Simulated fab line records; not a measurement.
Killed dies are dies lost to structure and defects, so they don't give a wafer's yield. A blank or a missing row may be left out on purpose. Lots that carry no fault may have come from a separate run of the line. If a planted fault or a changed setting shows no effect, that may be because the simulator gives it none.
What tool caused it?	flow sky130	33 wafers from 11 lots sampled at 4 of the route's 708 steps

## WHAT THE GAUGES READ, wafer by wafer
SKY_VT_ADJUST_HVTR_CD_MEAS_07: target cd 380 nm.
lot	measured	on	cdNm (nm)
L377	day 9 00:40	cdSem-02	380.8 382.2 381.6
L378	day 9 19:46	cdSem-01	385.6 383.1 381.7
L379	day 10 13:30	cdSem-02	378.1 377.4 375.9
L381	day 10 16:14	cdSem-02	380.0 378.6 376.9
L380	day 10 17:18	cdSem-02	376.7 375.3 374.4
L382	day 11 08:04	cdSem-02	378.2 378.7 377.1
L383	day 11 22:15	cdSem-01	376.5 378.0 378.6
L385	day 12 05:44	cdSem-02	382.0 379.6 381.1
L384	day 12 07:09	cdSem-02	377.1 381.5 378.8
L395	day 14 21:32	cdSem-01	379.6 380.7 381.3
L396	day 15 03:12	cdSem-01	373.6 377.2 377.0

SKY_GATE_OXIDE_THK_MEAS_02.
lot	measured	on	GATE_OXIDE_OXIDATION_00_THK (nm)
L377	day 12 07:58	filmMetro-01	10.19 10.14 10.21
L378	day 13 02:37	filmMetro-01	10.31 10.42 10.41
L379	day 14 00:46	filmMetro-04	10.05 10.09 10.06
L381	day 14 02:47	filmMetro-04	10.24 10.28 10.05
L380	day 14 03:54	filmMetro-04	10.12 10.12 10.04
L382	day 14 21:49	filmMetro-01	9.94 9.73 10.04
L383	day 15 10:34	filmMetro-02	10.46 10.64 10.63
L385	day 15 19:25	filmMetro-01	10.75 10.62 10.62
L384	day 15 20:38	filmMetro-01	10.19 10.21 10.25
L395	day 18 16:53	filmMetro-01	7.86 8.05 7.84
L396	day 19 05:25	filmMetro-01	7.84 8.07 7.96

SKY_POLY_GATE_CD_MEAS_13: target cd 150 nm.
lot	measured	on	cdNm (nm)
L377	day 15 18:56	cdSem-01	149.6 150.0 149.9
L378	day 16 19:11	cdSem-01	150.4 150.1 149.0
L379	day 17 16:07	cdSem-02	148.6 147.9 149.7
L381	day 17 16:16	cdSem-01	150.2 150.6 151.2
L380	day 17 23:15	cdSem-02	148.7 148.5 149.7
L382	day 18 18:23	cdSem-02	148.7 148.8 148.5
L383	day 19 09:24	cdSem-02	149.4 149.8 148.9
L385	day 19 15:06	cdSem-01	150.6 152.5 151.9
L384	day 19 20:59	cdSem-02	150.3 150.7 150.3
L395	day 22 18:31	cdSem-01	151.0 151.1 150.7
L396	day 23 06:38	cdSem-02	152.0 150.6 151.6

## WHICH TOOL RAN EACH LOT (tool, then ch and the chambers of the sampled wafers, then the start)
lot	SKY_GATE_OXIDE_OXIDATION_01
L377	furnace-01 ch 0, day 12 06:33
L378	furnace-01 ch 0, day 13 01:13
L379	furnace-01 ch 0, day 13 23:20
L381	furnace-02 ch 0, day 14 01:22
L380	furnace-01 ch 0, day 14 02:29
L382	furnace-01 ch 0, day 14 20:25
L383	furnace-02 ch 0, day 15 09:10
L385	furnace-02 ch 0, day 15 18:00
L384	furnace-01 ch 0, day 15 19:13
L395	furnace-01 ch 0, day 18 15:28
L396	furnace-01 ch 0, day 19 04:00
- SKY_GATE_OXIDE_OXIDATION_01: stabilise 600 s, purge 300 s, target thk 10.268 nm.

## WHAT THE TOOLS THEMSELVES READ (means of the sampled wafers that have a number; where no wafer has one, the mark that the record gives instead)
SKY_GATE_OXIDE_OXIDATION_01.
lot	tool	spikeTcBottomC (C)	spikeTcCentreC (C)	spikeTcLowerC (C)	spikeTcTopC (C)	spikeTcUpperC (C)	tubeCenterTempC (C)	tube_center_temp_C_max
L377	furnace-01	914.3	900.6	902.1	906.5	902.3	899.91	902.0
L378	furnace-01	914.9	900.3	902.1	906.9	901.1	900.00	902.3
L379	furnace-01	914.6	901.5	900.9	906.1	901.8	899.97	902.4
L381	furnace-02	916.3	901.3	901.0	907.4	898.2	900.02	902.2
L380	furnace-01	914.3	901.6	900.7	906.8	902.0	900.04	902.7
L382	furnace-01	914.5	901.0	902.4	905.6	901.3	899.96	902.3
L383	furnace-02	916.1	900.2	900.7	908.4	899.2	899.97	901.9
L385	furnace-02	915.8	901.0	902.6	907.8	899.1	900.07	902.1
L384	furnace-01	913.8	900.0	901.6	906.2	901.7	899.92	902.4
L395	furnace-01	891.1	879.0	879.1	883.7	879.7	877.39	879.8
L396	furnace-01	891.8	877.8	880.4	883.7	879.3	877.39	880.1

## THE ANSWER, worked out from the rows above alone
Rule: what is usual is taken from the lots themselves. Put in order of their means at a reading, lots are off if they are a third of the lots or fewer, leave a main group of 4 or more, and stand apart from it by a gap of 3 or more times the standard deviation of the main group's means; of several such gaps the widest counts. A main group is skipped when, at the precision printed for the reading in the tables above, its means are all equal. Also off: a lot with no number at a reading for which 4 or more lots have one. Any other lot the step has rows for is counted as sound. First the gauges in route order, then the tools' own readings, where a lot's mean is used as printed above. At the first step where some lot is off, the reading lying furthest off is the one used; lots without a number count as furthest.
Off: at SKY_GATE_OXIDE_THK_MEAS_02 (GATE_OXIDE_OXIDATION_00_THK), L395, L396. The main group: mean 10.25 nm, standard deviation 0.23.
If a tool, at a process step before that reading, ran all the lots that are off and no sound lot after the first of them, it fits. Not tried: the gauges at SKY_GATE_OXIDE_THK_MEAS_02; whatever is off there is also off at SKY_GATE_OXIDE_OXIDATION_01, on other tools, and gauge error can't account for it. One fits: furnace-01 at SKY_GATE_OXIDE_OXIDATION_01. A fault onset in the window from L384 (day 15 19:13, its last sound lot) to L395 (day 18 15:28, its first lot off) fits.
The tool's own readings at SKY_GATE_OXIDE_OXIDATION_01 bear it out: on the lots that are off they differ by more than 5 times the standard deviation of the sound lots' means. spikeTcBottomC reads 891.5 C there against 915.0 C on the sound lots; spikeTcCentreC reads 878.4 C there against 900.8 C on the sound lots; spikeTcLowerC reads 879.8 C there against 901.6 C on the sound lots; spikeTcTopC reads 883.7 C there against 906.9 C on the sound lots; spikeTcUpperC reads 879.5 C there against 900.7 C on the sound lots; tubeCenterTempC reads 877.39 C there against 899.98 C on the sound lots; tube_center_temp_C_max reads 880.0 there against 902.3 on the sound lots.

## WHAT HAD BEEN PUT IN BY THE SIMULATOR
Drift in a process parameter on furnace-01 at SKY_GATE_OXIDE_OXIDATION_01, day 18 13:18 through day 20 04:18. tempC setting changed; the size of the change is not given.
Struck lots among those shown: L395, L396. The same result came from the rule above.
